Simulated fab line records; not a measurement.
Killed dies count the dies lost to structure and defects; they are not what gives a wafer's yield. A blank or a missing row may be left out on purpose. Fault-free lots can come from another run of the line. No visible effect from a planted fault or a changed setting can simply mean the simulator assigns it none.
The same fault as seen by 2 desks    flow sky130    what lay behind the numbers comes last; until then each desk has only its own

== AT THE TOOL OWNER'S DESK: implanter-02 ==
The tool's own readings at SKY_VT_ADJUST_NCORE_IMPLANT_09, given as means over the sampled wafers that have a number, one for each lot that went through this tool. A lot is out of limits, marked OUT, if its mean lies more than 4 standard deviations from the usual mean; the brackets give that distance.
Columns: A = dose ions cm2 at SKY_VT_ADJUST_NCORE_IMPLANT_09, usual 2.3998e+12; B = faraday current uA at SKY_VT_ADJUST_NCORE_IMPLANT_09, usual 13.51
lot   first seen here  A                             B
L827  day 8 22:48      2.4010e+12                    13.44
L833  day 10 22:36     7.8997e+11 (-99 or more) OUT  4.47 (-35) OUT
L835  day 11 10:49     7.8887e+11 (-99 or more) OUT  4.48 (-35) OUT
L844  day 14 12:21     2.4004e+12                    13.38
L846  day 14 19:08     2.3982e+12                    13.43
This desk's finding: out of limits on L833, L835; first on L833, day 10 22:36 (dose ions cm2 at SKY_VT_ADJUST_NCORE_IMPLANT_09). L827, L844, L846 stayed within limits.

== THE METROLOGY DESK ==
What the gauges read, lot by lot, whatever tool the lot ran on: means of the sampled wafers that have a number. A lot is out of limits, marked OUT, if its mean lies more than 4 standard deviations from the usual mean; the brackets give that distance.
Columns: A = VT_ADJUST_NCORE_TW at SKY_VT_ADJUST_NCORE_TW_MEAS_11, usual 218.1; B = METAL2_ALCU_RS at SKY_METAL2_RS_MEAS_05, usual 0.1265 ohm/sq
lot   first seen here  A                B
L826  day 8 18:43      218.8            0.1274
L827  day 8 23:03      218.4            0.1264
L828  day 9 06:54      217.4            0.1250
L832  day 10 15:46     218.6            0.1273
L833  day 10 22:51     160.1 (-41) OUT  0.1272
L835  day 11 11:02     161.4 (-41) OUT  0.1252
L839  day 13 07:10     219.0            0.1247
L840  day 13 12:57     215.5            0.1271
L841  day 13 14:27     219.0            0.1258
L844  day 14 12:36     219.5            0.1247
L846  day 14 19:22     219.7            0.1276
L847  day 15 04:09     216.1            0.1273
L848  day 15 11:04     216.1            0.1249
This desk's finding: out of limits on L833, L835; first on L833, day 10 22:51 (VT_ADJUST_NCORE_TW at SKY_VT_ADJUST_NCORE_TW_MEAS_11). L826, L827, L828, L832, L839, L840, L841, L844, L846, L847, L848 stayed within limits.

== PUT TOGETHER ==
At day 10 22:36, on L833, L835, the tool owner's desk was in a position to raise an alarm.
The metrology desk could have raised an alarm at day 10 22:51, on L833, L835.
SKY_VT_ADJUST_NCORE_IMPLANT_09 was run on implanter-02 by each of the lots named.

== WHAT THE SIMULATOR PUT IN ==
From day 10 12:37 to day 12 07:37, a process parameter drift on implanter-02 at SKY_VT_ADJUST_NCORE_IMPLANT_09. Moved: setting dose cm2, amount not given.
Lots struck among those shown: L833, L835.
Time in hours from fault onset to the first out-of-limits reading at each desk: tool owner's desk 10, metrology desk 10.
